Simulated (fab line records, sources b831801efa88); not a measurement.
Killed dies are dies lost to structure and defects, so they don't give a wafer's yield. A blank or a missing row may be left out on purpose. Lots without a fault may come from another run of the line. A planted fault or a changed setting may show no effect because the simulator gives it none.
fab line records | flow sky130
record lots=6 wafers=18 last_day=49
route steps=708 shown METAL2@501 VIA2@507 PAD_OPEN@708
lots that met no fault: from a run of the same line without faults
start_h: hours from the record's first day to the start of the lot's first wafer shown | wait_h: hours since the lot's step before | " the same as in the row above | L1.1+2: a row that stands for several wafers | - no value, or no start given | * or withheld: withheld | < > ~ a bound
route shown NAME@n: a module of which the file shows steps, and the number in the route of the first | usual: mean/standard deviation of fault-free wafers | same: alike in all rows | chamber/n: place in a boat | sites: the reading at each site | _std_site: their standard deviation | _edge_site: outer sites' mean less inner sites' | radius_mm: how far each site lies from the wafer's centre | mask NAME#n: copy n | behind: the tool/chamber that last shaped the wafer | hold: why the lot was held/for how many hours/how that ended | device: the transistor (n, p or np) that didn't switch | end of line: the same wafers' tests at the end of the route | a step without rows: its recipe alone | killed: dies lost to structure and defects at the first sort, not the wafer's yield | map: a wafer's dies, x killed, . not, _ none there
set.NAME: the setting as run; set.NAME@STEP: as run at that earlier step | model.NAME: the simulator's own value behind a step, which no gauge read
lots at some steps of the route; a table a step, a row a wafer
services: from which hour (start_h, from the record's first day; less than 0 if before it) a tool's chamber was out of use, for how many hours, and why
## steps
# step SKY_METAL2_ETCH_18
# recipe chemistry=N2/H2 target=BARC ion_energy_ev=200 bias_w=100 pressure_mtorr=30 n2_flow_sccm=100 h2_flow_sccm=200 icp_w=500 stop_on=SiO2 time_s=45.9 target_depth_a=600
# usual chamber_pressure_mTorr=30.01/0.03 drypump_motor_current_A=6.0/0.36 oes_product_au=0.855/0.0045 throttle_valve_pct=13.224/0.0085
# columns lot.wafer tool chamber start_h wait_h chamber_pressure_mTorr drypump_motor_current_A oes_product_au rf_hours_counter_h throttle_valve_pct
L391.3 rie_metal-02 0 812.94 0.0 30.02 5.6 0.857 - 13.211
L391.4 " 1 " " 30.00 6.0 0.855 - 13.238
L391.5 " 0 " " 30.03 5.6 0.855 - 13.221
L398.1 rie_metal-02 1 874.06 0.0 29.99 6.0 0.851 5 13.217
L398.2 " 0 " " 30.06 5.6 0.859 13 13.230
L398.4 " 1 " " 30.03 6.0 0.854 - 13.220
L404.1 rie_metal-02 1 940.61 0.0 29.96 6.0 0.855 6 13.211
L404.3 " 1 " " 30.00 6.0 0.852 - 13.199
L404.6 " 0 " " 29.97 5.6 0.856 - 13.230
L408.1 rie_metal-03 0 943.06 0.0 29.98 5.7 0.855 5 13.229
L408.3 " 1 " " 29.97 6.7 0.856 - 13.214
L408.4 " 0 " " 29.97 5.7 0.854 - 13.228
L410.2 rie_metal-03 1 957.31 0.0 30.02 6.7 0.858 3 13.234
L410.3 " 1 " " 29.99 6.6 0.857 - 13.227
L410.6 " 1 " " 30.02 6.6 0.849 - 13.220
L411.1 rie_metal-03 0 968.61 0.0 29.96 5.7 0.852 7 13.227
L411.4 " 1 " " 29.96 6.7 0.851 - 13.235
L411.6 " 1 " " 30.00 6.7 0.856 - 13.231
# step SKY_METAL2_METAL_ETCH_19
# recipe target_depth_a=3600 stop_on=SiO2 over_etch_frac=0.3 time_s=78 chemistry=Cl2/BCl3 resist_sidewall_deg=88 pressure_mtorr=10 icp_w=900 bias_w=48.5 Cl2_flow_sccm=60 bcl3_flow_sccm=30
# usual chamber_pressure_mTorr=10.001/0.0091 drypump_motor_current_A=6.0/0.36 oes_product_au=0.855/0.0058 throttle_valve_pct=22.265/0.0094
# columns lot.wafer tool chamber start_h wait_h chamber_pressure_mTorr drypump_motor_current_A oes_product_au rf_hours_counter_h throttle_valve_pct
L391.3 rie_metal-02 0 813.01 0.1 9.994 5.6 0.860 - 22.275
L391.4 " 1 " " 10.016 6.0 0.861 - 22.259
L391.5 " 0 " " 10.018 5.6 0.851 - 22.270
L398.1 rie_metal-02 1 874.12 0.0 9.993 6.0 0.847 5 22.237
L398.2 " 0 " " 10.000 5.6 0.842 13 22.269
L398.4 " 1 " " 10.003 5.9 0.842 - 22.263
L404.1 rie_metal-02 1 940.67 0.0 10.005 6.0 0.836 6 22.282
L404.3 " 1 " " 9.994 6.0 0.864 - 22.251
L404.6 " 0 " " 10.012 5.6 0.849 - 22.274
L408.1 rie_metal-03 0 943.12 0.0 10.001 5.7 0.849 5 22.266
L408.3 " 1 " " 9.986 6.6 0.861 - 22.267
L408.4 " 0 " " 10.009 5.7 0.853 - 22.261
L410.2 rie_metal-03 1 957.37 0.0 9.999 6.7 0.855 3 22.264
L410.3 " 1 " " 10.000 6.6 0.856 - 22.258
L410.6 " 1 " " 10.016 6.6 0.857 - 22.244
L411.1 rie_metal-03 0 968.67 0.0 10.003 5.7 0.861 7 22.270
L411.4 " 1 " " 9.994 6.7 0.855 - 22.269
L411.6 " 1 " " 10.008 6.7 0.854 - 22.272
# step SKY_METAL2_STRIP_20
# recipe chemistry=O2/N2 power_w=1400 pressure_mtorr=1500 platen_temp_c=withheld o2_flow_sccm=3000 n2_flow_sccm=300 overash_fraction=0.5
# usual chamber_pressure_mTorr=1500.1/1.4 drypump_motor_current_A=5.6/0.37 o2_flow_sccm=3000/8.5 oes_product_au=0.343/0.0042 strip_time_to_endpoint_s=2.698/0.026
# same overash_fraction=0.5
# columns lot.wafer tool chamber start_h wait_h chamber_pressure_mTorr drypump_motor_current_A o2_flow_sccm oes_product_au rf_hours_counter_h strip_time_to_endpoint_s
L391.3 plasma_asher-02 0 813.10 0.1 1499.3 5.7 2992 0.346 - 2.703
L391.4 " 1 " " 1498.6 5.8 3006 0.343 - 2.682
L391.5 " 0 " " 1498.2 5.7 2992 0.336 - 2.707
L398.1 plasma_asher-03 1 874.21 0.1 1501.4 5.8 2997 0.348 103 2.692
L398.2 " 0 " " 1501.2 4.9 3009 0.338 103 2.659
L398.4 " 0 " " 1499.8 4.9 2994 0.344 - 2.650
L404.1 plasma_asher-03 0 940.76 0.1 1500.7 4.9 2986 0.339 110 2.683
L404.3 " 1 " " 1498.0 5.8 2993 0.339 - 2.630
L404.6 " 0 " " 1500.0 4.9 2999 0.345 - 2.720
L408.1 plasma_asher-03 0 943.21 0.1 1499.9 4.9 2984 0.347 110 2.708
L408.3 " 1 " " 1501.5 5.8 2990 0.341 - 2.700
L408.4 " 0 " " 1501.1 4.9 2993 0.344 - 2.711
L410.2 plasma_asher-03 1 957.46 0.1 1501.1 5.8 3007 0.342 111 2.722
L410.3 " 0 " " 1499.1 4.9 2994 0.336 - 2.729
L410.6 " 0 " " 1502.1 4.9 3000 0.342 - 2.682
L411.1 plasma_asher-02 0 968.76 0.1 1504.2 5.7 3010 0.346 88 2.691
L411.4 " 0 " " 1501.2 5.7 3011 0.340 - 2.699
L411.6 " 0 " " 1500.3 5.7 2992 0.341 - 2.669
# step SKY_METAL2_STRIP_21
# recipe chemistry=post_etch_residue_remover time_s=1200 temp_c=72.5
# step SKY_METAL2_CLEAN_22
# recipe chemistry=IPA time_s=180 temp_c=25
# step SKY_METAL2_CLEAN_23
# recipe chemistry=O3/DIW dry=n2_spin
# step SKY_VIA2_HDPCVD_00
# recipe material=SiO2 target_thk_nm=1180 sigma_open_frac=0.3 time_s=196.7 temp_c=400 sih4_flow_sccm=60 pressure_mtorr=6
# step SKY_VIA2_THK_MEAS_01
# recipe reads=SiO2_of_VIA2_HDPCVD_00
# usual VIA2_HDPCVD_THK=1185/11
# columns lot.wafer tool chamber start_h wait_h VIA2_HDPCVD_THK[nm]
L391.3 film_metro-02 - 813.81 0.1 1168
L391.4 " - " " 1167
L391.5 " - " " 1190
L398.1 film_metro-02 - 874.93 0.1 1194
L398.2 " - " " 1199
L398.4 " - " " 1204
L404.1 film_metro-03 - 941.52 0.1 1177
L404.3 " - " " 1173
L404.6 " - " " 1176
L408.1 film_metro-03 - 943.97 0.1 1182
L408.3 " - " " 1190
L408.4 " - " " 1186
L410.2 film_metro-03 - 958.19 0.1 1177
L410.3 " - " " 1193
L410.6 " - " " 1187
L411.1 film_metro-01 - 969.48 0.1 1193
L411.4 " - " " 1192
L411.6 " - " " 1183
# step SKY_VIA2_CMP_02
# recipe material=SiO2 down_force_psi=4 platen_rpm=60 pad_velocity_m_s=0.94248
# usual head_pressure_psi=3.999/0.0081 motor_current_A=12.0/1.7 platen_rpm=60.00/0.043
# columns lot.wafer tool chamber start_h wait_h head_pressure_psi motor_current_A platen_rpm
L391.4 cmp-01 3 813.90 0.1 4.003 9.5 59.99
L391.3 " 1 " " 3.996 13.0 60.01
L391.5 " 3 " " 4.009 9.3 59.97
L398.1 cmp-01 2 874.99 0.1 3.994 13.8 60.02
L398.2 " 0 " " 4.007 9.7 60.05
L398.4 " 1 " " 3.995 12.6 60.00
L404.1 cmp-01 3 941.58 0.1 4.005 9.4 59.97
L404.3 " 1 " " 3.996 13.4 60.00
L404.6 " 0 " " 3.989 9.2 60.02
L408.4 cmp-02 1 944.03 0.0 4.000 13.1 59.99
L408.3 " 2 " " 4.007 12.8 59.99
L408.1 " 3 " " 3.996 13.2 59.93
L410.3 cmp-02 0 958.24 0.0 4.005 11.7 60.00
L410.2 " 2 " " 3.996 13.8 60.05
L410.6 " 1 " " 3.996 13.3 59.93
L411.1 cmp-01 3 969.64 0.1 4.002 9.7 59.97
L411.4 " 0 " " 3.993 10.1 60.04
L411.6 " 2 " " 3.998 13.1 60.02
# step SKY_VIA2_BOW_MEAS_03
# recipe mode=bow
# usual VIA2_BOW=86/6.5
# columns lot.wafer tool chamber start_h wait_h VIA2_BOW[um]
L391.3 film_metro-03 - 814.19 0.1 84
L391.4 " - " " 85
L391.5 " - " " 90
L398.1 film_metro-01 - 875.29 0.2 77
L398.2 " - " " 82
L398.4 " - " " 75
L404.1 film_metro-01 - 941.88 0.2 83
L404.3 " - " " 84
L404.6 " - " " 89
L408.1 film_metro-03 - 944.33 0.1 84
L408.3 " - " " 89
L408.4 " - " " 87
L410.2 film_metro-01 - 958.56 0.2 70
L410.3 " - " " 72
L410.6 " - " " 77
L411.1 film_metro-01 - 969.84 0.1 88
L411.4 " - " " 82
L411.6 " - " " 81
# step SKY_VIA2_DEHYDRATE_04
# recipe temp_c=200 time_s=60
# step SKY_VIA2_HMDS_05
# recipe prime_time_s=60 prime_temp_c=120
# step SKY_VIA2_COAT_06
# recipe resist=BARC temp_c=withheld time_s=withheld spin_rpm=3000 resist_thk_nm=60
# usual chill_plate_temp_C=* spin_speed_rpm=2999.8/2.1
# columns lot.wafer tool chamber start_h wait_h chill_plate_temp_C spin_speed_rpm
L391.3 litho_track-02 0 827.48 0.1 * 2998.5
L391.4 " 0 " " * 3000.2
L391.5 " 0 " " * 2998.0
L398.1 litho_track-01 0 888.12 0.1 * 3003.8
L398.2 " 0 " " * 3002.5
L398.4 " 0 " " * 3001.0
L404.1 litho_track-01 0 953.07 0.1 * 2675.3
L404.3 " 0 " " * 2670.7
L404.6 " 0 " " * 2673.6
L408.1 litho_track-01 0 956.42 0.1 * 2674.2
L408.3 " 0 " " * 2676.2
L408.4 " 0 " " * 2673.4
L410.2 litho_track-04 0 969.45 0.1 * 3002.9
L410.3 " 0 " " * 2997.8
L410.6 " 0 " " * 2999.9
L411.1 litho_track-04 0 981.58 0.1 * 2998.7
L411.4 " 0 " " * 3001.3
L411.6 " 0 " " * 3001.1
# step SKY_VIA2_COAT_07
# recipe resist=KrF-thick spin_rpm=3000 resist_thk_nm=450
# step SKY_VIA2_SOFTBAKE_08
# recipe temp_c=100 time_s=90 resist=KrF-thick
# step SKY_VIA2_EXPOSE_09
# recipe mask_id=VIM2 na=0.8 source_shape=annular sigma_inner=0.55 sigma_outer=0.85 target_cd_nm=200 dose_mj=38
# step SKY_VIA2_PEB_10
# recipe peb_temp_c=withheld peb_time_s=withheld resist=KrF-thick
# step SKY_VIA2_DEVELOP_11
# recipe develop_time_s=60 resist=KrF-thick dev_temp_c=21
# step SKY_VIA2_CD_MEAS_12
# recipe target_cd_nm=200
# usual cd_nm=199.4/1.4
# columns lot.wafer tool chamber start_h wait_h cd_nm
L391.3 cd_sem-02 - 839.32 - 198.1
L391.4 " - " " 198.2
L391.5 " - " " 198.7
L398.1 cd_sem-01 - 901.27 - 199.4
L398.2 " - " " 199.9
L398.4 " - " " 198.9
L404.1 cd_sem-02 - 965.33 - 200.7
L404.3 " - " " 200.4
L404.6 " - " " 199.3
L408.1 cd_sem-02 - 968.22 - 197.8
L408.3 " - " " 198.1
L408.4 " - " " 197.5
L410.2 cd_sem-02 - 981.80 - 197.4
L410.3 " - " " 197.6
L410.6 " - " " 196.3
L411.1 cd_sem-01 - 993.42 - 199.7
L411.4 " - " " 199.1
L411.6 " - " " 199.3
# step SKY_VIA2_OVL_MEAS_13
# usual VIA2_OVL=0/5
# columns lot.wafer tool chamber start_h wait_h VIA2_OVL[nm]
L391.3 overlay-02 - 839.41 0.1 -2
L391.4 " - " " -5
L391.5 " - " " 1
L398.1 overlay-02 - 901.39 0.1 -4
L398.2 " - " " -5
L398.4 " - " " -7
L404.1 overlay-01 - 965.45 0.1 -1
L404.3 " - " " 4
L404.6 " - " " 3
L408.1 overlay-01 - 968.34 0.1 -11
L408.3 " - " " 4
L408.4 " - " " -6
L410.2 overlay-02 - 981.90 0.1 -5
L410.3 " - " " 0
L410.6 " - " " 1
L411.1 overlay-01 - 993.54 0.1 3
L411.4 " - " " 1
L411.6 " - " " 3
# step SKY_VIA2_ETCH_14
# recipe chemistry=N2/H2 target=BARC ion_energy_ev=200 source_w=500 bias_w=100 pressure_mtorr=30 n2_flow_sccm=100 h2_flow_sccm=200 stop_on=SiO2 time_s=45.9 target_depth_a=600
# usual chamber_pressure_mTorr=30.001/0.026 drypump_motor_current_A=5.6/0.43 oes_product_au=0.857/0.0047 throttle_valve_pct=13.225/0.0092
# columns lot.wafer tool chamber start_h wait_h chamber_pressure_mTorr drypump_motor_current_A oes_product_au rf_hours_counter_h throttle_valve_pct model.etch.depth_nm
L391.3 rie_diel-03 3 839.43 0.0 29.996 5.5 0.855 18 13.239 60.01
L391.4 " 0 " " 30.012 5.9 0.852 20 13.215 60.08
L391.5 " 1 " " 29.949 5.5 0.857 - 13.221 60.06
L398.1 rie_diel-04 2 901.43 0.0 29.999 5.2 0.866 18 13.231 60.32
L398.2 " 0 " " 29.955 5.1 0.854 6 13.220 60.38
L398.4 " 1 " " 29.979 5.8 0.854 25 13.243 60.24
L404.1 rie_diel-03 3 965.49 0.0 30.025 5.5 0.888 21 13.212 63.95
L404.3 " 1 " " 30.009 5.5 0.879 11 13.251 63.82
L404.6 " 3 " " 30.012 5.5 0.884 - 13.223 63.65
L408.1 rie_diel-03 2 968.38 0.0 29.990 6.3 0.880 11 13.226 63.66
L408.3 " 3 " " 30.007 5.5 0.884 21 13.235 63.81
L408.4 " 1 " " 30.044 5.5 0.883 11 13.229 63.85
L410.2 rie_diel-03 2 981.93 0.0 29.965 6.3 0.859 12 13.233 59.97
L410.3 " 1 " " 29.992 5.5 0.855 11 13.223 60.06
L410.6 " 1 " " 30.006 5.5 0.866 - 13.228 59.93
L411.1 rie_diel-03 3 993.58 0.0 29.959 5.5 0.852 22 13.222 60
L411.4 " 2 " " 30.037 6.3 0.859 - 13.225 60.34
L411.6 " 3 " " 30.041 5.5 0.860 - 13.220 60.14
# step SKY_VIA2_ETCH_15
# recipe target=SiO2 chemistry=C4F8/O2/Ar target_depth_nm=546 stop_on=TiN mask_material=KrF-thick source_w=1500 bias_w=1200 pressure_mtorr=40 c4f8_flow_sccm=withheld O2_flow_sccm=6 Ar_flow_sccm=300 time_s=84
# usual chamber_pressure_mTorr=40.00/0.04 oes_product_au=0.939/0.0048
# columns lot.wafer tool chamber start_h wait_h chamber_pressure_mTorr oes_product_au rf_hours_counter_h
L391.3 rie_diel-03 3 839.48 0.0 39.96 0.925 18
L391.4 " 0 " " 40.06 0.937 20
L391.5 " 1 " " 40.07 0.940 -
L398.1 rie_diel-04 2 901.47 0.0 39.97 0.943 18
L398.2 " 0 " " 39.98 0.942 6
L398.4 " 1 " " 39.97 0.941 25
L404.1 rie_diel-03 3 965.53 0.0 39.99 0.937 21
L404.3 " 1 " " 40.02 0.935 11
L404.6 " 3 " " 40.21 0.941 -
L408.1 rie_diel-03 2 968.42 0.0 39.97 0.945 12
L408.3 " 3 " " 39.94 0.940 21
L408.4 " 1 " " 40.02 0.943 11
L410.2 rie_diel-03 2 981.98 0.0 40.01 0.936 12
L410.3 " 1 " " 40.01 0.930 11
L410.6 " 1 " " 39.99 0.933 -
L411.1 rie_diel-03 3 993.62 0.0 39.92 0.938 22
L411.4 " 2 " " 39.97 0.940 -
L411.6 " 3 " " 40.02 0.934 -
# step SKY_PAD_OPEN_PROBE_99
# usual defect_limited_yield=82.4/2.2 killed_at_M0_to_M3=44/7.7 killed_at_M4_up=3.2/1.7 killed_at_contacts=24/5.3 killed_at_front_end=15/4.3 killed_at_other=0.3/0.57 killed_dies=87/11 killed_open=47/7.4 killed_short=40/6.5 sort_bin_3_pad_short=0.8/0.4 sort_bin_5_function=10.5/1.6 sort_bin_6_memory=6.3/1.2 sort_n_pass=405/11 sort_yield_pct=82.4/2.2
# same gross_dies=492 killed_at_back_side=0 sort_bin_4_leakage[%]=0 sort_bin_8_speed[%]=0
# columns lot.wafer tool chamber start_h wait_h defect_limited_yield[%] killed_at_M0_to_M3 killed_at_M4_up killed_at_contacts killed_at_front_end killed_at_other killed_dies killed_open killed_short sort_bin_3_pad_short[%] sort_bin_5_function[%] sort_bin_6_memory[%] sort_n_pass sort_yield_pct[%]
L391.3 prober-02 - 1068.75 0.2 82.7 43 3 24 14 1 85 48 37 1.6 9.8 5.9 407 82.7
L391.4 prober-02 - 1068.80 0.2 83.5 45 4 22 10 0 81 45 36 0.8 10.4 5.3 411 83.5
L391.5 prober-02 - 1068.85 0.2 81.1 47 6 25 14 1 93 46 47 1.4 12.4 5.1 399 81.1
L398.1 prober-01 - 1117.37 0.1 82.5 46 3 25 12 0 86 48 38 0.6 10.6 6.3 406 82.5
L398.2 prober-01 - 1117.42 0.1 82.9 47 5 15 17 0 84 40 44 0.6 9.8 6.7 408 82.9
L398.4 prober-01 - 1117.52 0.2 79.9 44 4 30 20 1 99 47 52 0.4 13.2 6.5 393 79.9
L404.1 prober-02 - 1167.89 0.1 83.5 41 2 26 12 0 81 45 36 0.6 10.8 5.1 411 83.5
L404.3 prober-02 - 1167.99 0.2 83.3 41 1 20 19 1 82 43 39 1.2 9.3 6.1 410 83.3
L404.6 prober-02 - 1168.14 0.2 83.5 42 1 22 14 2 81 49 32 0.6 10.4 5.5 411 83.5
L408.1 prober-01 - 1169.55 0.1 79.5 50 4 33 14 0 101 57 44 1.0 12.4 7.1 391 79.5
L408.3 prober-01 - 1169.65 0.2 81.9 53 5 18 12 1 89 46 42 1.0 10.4 6.7 403 81.9
L408.4 prober-01 - 1169.70 0.2 82.9 45 2 22 15 0 84 49 35 1.4 9.8 5.9 408 82.9
L410.2 prober-01 - 1179.60 0.1 79.9 41 0 37 21 0 99 59 40 1.0 11.6 7.5 393 79.9
L410.3 prober-01 - 1179.65 0.2 81.5 43 4 30 14 0 91 45 46 1.2 9.8 7.5 401 81.5
L410.6 prober-01 - 1179.80 0.2 81.1 43 6 23 21 0 93 57 36 0.2 11.6 7.1 399 81.1
L411.1 prober-02 - 1187.54 0.1 84.1 36 1 24 16 1 78 39 39 0.2 9.8 5.9 414 84.1
L411.4 prober-02 - 1187.69 0.2 83.9 38 2 22 17 0 79 43 36 0.6 8.5 6.9 413 83.9
L411.6 prober-02 - 1187.79 0.2 83.9 33 3 20 23 0 79 43 36 1.0 10.0 5.1 413 83.9
# killed by level:class
L391.3 CONTACT:geometric_particle:open=13 VIA1:geometric_particle:open=12 VIA1:geometric_particle:short=10 VIA2:geometric_particle:open=7 POLY_GATE:geometric_particle:open=5 CONTACT:geometric_particle:short=5 FIELD_ISO:geometric_particle:open=4 FIELD_ISO:geometric_particle:short=3
L391.4 LI_CONTACT:geometric_particle:open=10 VIA1:geometric_particle:open=10 VIA3:geometric_particle:open=7 VIA1:geometric_particle:short=5 POLY_GATE:geometric_particle:open=4 VIA2:geometric_particle:open=4 LI_CONTACT:geometric_particle:short=4 CONTACT:geometric_particle:open=4
L391.5 VIA1:geometric_particle:open=15 LI_CONTACT:geometric_particle:open=8 VIA1:geometric_particle:short=8 CONTACT:geometric_particle:open=6 VIA2:geometric_particle:open=6 METAL4:geometric_particle:short=6 POLY_GATE:geometric_particle:short=5 METAL1:geometric_particle:short=5
L398.1 CONTACT:geometric_particle:open=11 VIA1:geometric_particle:open=11 VIA3:geometric_particle:open=9 CONTACT:geometric_particle:short=6 METAL2:geometric_particle:short=6 FIELD_ISO:geometric_particle:open=4 LI_CONTACT:geometric_particle:open=4 METAL1:geometric_particle:short=4
L398.2 VIA1:geometric_particle:short=9 VIA3:geometric_particle:open=8 FIELD_ISO:geometric_particle:short=7 METAL2:geometric_particle:short=7 VIA1:geometric_particle:open=6 CONTACT:geometric_particle:open=5 CONTACT:geometric_particle:short=5 VIA2:geometric_particle:open=4
L398.4 FIELD_ISO:geometric_particle:open=9 METAL2:geometric_particle:short=8 LI_CONTACT:geometric_particle:open=8 CONTACT:geometric_particle:short=7 VIA3:geometric_particle:open=7 CONTACT:geometric_particle:open=6 VIA1:geometric_particle:open=6 FIELD_ISO:geometric_particle:short=5
L404.1 VIA1:geometric_particle:open=12 CONTACT:geometric_particle:open=7 CONTACT:geometric_particle:short=7 METAL2:geometric_particle:short=5 FIELD_ISO:geometric_particle:open=4 POLY_GATE:geometric_particle:open=4 LI_CONTACT:geometric_particle:open=4 LOCAL_INTERCONNECT:geometric_particle:short=4
L404.3 VIA1:geometric_particle:open=10 VIA2:geometric_particle:open=8 LI_CONTACT:geometric_particle:open=6 CONTACT:geometric_particle:open=6 POLY_GATE:geometric_particle:short=5 CONTACT:geometric_particle:short=5 VIA3:geometric_particle:open=5 FIELD_ISO:geometric_particle:short=4
L404.6 VIA1:geometric_particle:open=11 LI_CONTACT:geometric_particle:open=9 VIA2:geometric_particle:open=9 CONTACT:geometric_particle:open=8 FIELD_ISO:geometric_particle:open=5 VIA1:geometric_particle:short=5 FIELD_ISO:geometric_particle:short=4 METAL1:geometric_particle:short=3
L408.1 VIA1:geometric_particle:open=15 LI_CONTACT:geometric_particle:open=12 CONTACT:geometric_particle:open=10 METAL1:geometric_particle:short=9 VIA2:geometric_particle:open=6 FIELD_ISO:geometric_particle:short=4 POLY_GATE:geometric_particle:open=4 VIA1:geometric_particle:short=4
L408.3 VIA1:geometric_particle:open=15 CONTACT:geometric_particle:short=8 VIA2:geometric_particle:open=7 VIA3:geometric_particle:open=6 METAL1:geometric_particle:short=6 LI_CONTACT:geometric_particle:open=5 METAL2:geometric_particle:short=5 FIELD_ISO:geometric_particle:short=4
L408.4 LI_CONTACT:geometric_particle:open=12 VIA1:geometric_particle:open=11 VIA2:geometric_particle:open=6 CONTACT:geometric_particle:open=5 METAL2:geometric_particle:short=5 FIELD_ISO:geometric_particle:short=4 FIELD_ISO:geometric_particle:open=4 VIA3:geometric_particle:short=4
L410.2 CONTACT:geometric_particle:open=16 VIA3:geometric_particle:open=11 CONTACT:geometric_particle:short=7 VIA2:geometric_particle:open=7 METAL2:geometric_particle:short=7 METAL1:geometric_particle:short=6 POLY_GATE:geometric_particle:open=5 VIA1:geometric_particle:open=5
L410.3 CONTACT:geometric_particle:open=12 METAL3:geometric_particle:short=8 LI_CONTACT:geometric_particle:open=7 VIA1:geometric_particle:short=7 VIA1:geometric_particle:open=6 VIA3:geometric_particle:open=6 VIA2:geometric_particle:open=5 CONTACT:geometric_particle:short=5
L410.6 VIA2:geometric_particle:open=9 CONTACT:geometric_particle:open=9 LI_CONTACT:geometric_particle:open=8 VIA3:geometric_particle:open=6 FIELD_ISO:geometric_particle:open=5 VIA1:geometric_particle:open=5 METAL2:geometric_particle:short=5 POLY_GATE:geometric_particle:open=4
L411.1 CONTACT:geometric_particle:open=8 VIA1:geometric_particle:open=7 VIA3:geometric_particle:open=7 VIA1:geometric_particle:short=6 FIELD_ISO:geometric_particle:open=5 FIELD_ISO:geometric_particle:short=5 CONTACT:geometric_particle:short=5 VIA3:geometric_particle:short=5
L411.4 VIA3:geometric_particle:open=9 VIA1:geometric_particle:open=7 LI_CONTACT:geometric_particle:open=6 CONTACT:geometric_particle:short=6 VIA2:geometric_particle:open=6 FIELD_ISO:geometric_particle:short=5 POLY_GATE:geometric_particle:short=4 LOCAL_INTERCONNECT:geometric_particle:short=4
L411.6 VIA1:geometric_particle:open=9 LI_CONTACT:geometric_particle:open=6 FIELD_ISO:geometric_particle:open=5 CONTACT:geometric_particle:open=5 FIELD_ISO:geometric_particle:short=4 POLY_GATE:geometric_particle:short=4 VIA2:geometric_particle:open=4 LOCAL_INTERCONNECT:geometric_particle:short=4
## services
# columns tool chamber start_h hours kind
cmp-02 - 797.60 1.1 repair
rie_diel-04 0 798.25 3.8 repair
rie_metal-02 - 807.01 0.8 repair
rie_metal-02 - 810.17 0.6 repair
plasma_asher-03 - 810.41 15.6 pm
cmp-02 - 820.43 0.6 repair
cmp-01 - 823.54 1.1 repair
rie_diel-03 - 830.79 0.3 repair
cmp-02 - 832.52 1.5 repair
rie_diel-04 1 834.52 3.9 repair
cmp-02 - 843.39 15.6 pm
cmp-01 - 859.08 4.2 pm
rie_diel-03 3 864.91 2.5 repair
cmp-01 - 871.35 0.6 repair
rie_metal-02 1 880.58 48.4 repair
cmp-02 - 886.09 8.3 pm
rie_metal-03 - 891.15 1.4 pm
rie_diel-03 1 899.09 13.5 repair
rie_diel-04 - 901.67 0.4 repair
cmp-01 - 911.32 1.0 repair
plasma_asher-02 - 916.68 2.8 pm
cmp-01 - 916.91 4.0 pm
cmp-01 - 924.28 0.3 repair
rie_diel-03 - 954.97 0.3 repair
## key
first_sign step=SKY_VIA2_COAT_06 reading=spin_speed_rpm direction=down sigmas=99+ usual=2999.8 struck=2673.9
effect step=SKY_VIA2_ETCH_14 reading=oes_product_au direction=up sigmas=5.7 usual=0.857 struck=0.883
model_effect step=SKY_VIA2_ETCH_14 value=etch.depth_nm without=60.23 struck=63.79
met_at SKY_VIA2_COAT_06
struck_wafers L404.1,L404.3,L404.6,L408.1,L408.3,L408.4
onset_between 888.12 953.07
fault kind=process_parameter_drift tool=litho_track-01 chamber=- onset_h=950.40 steps=SKY_VIA2_COAT_06 channel=spin_rpm offset=-325.29 shape=step end_h=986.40 acts_in=these_recipes_only stated=3000
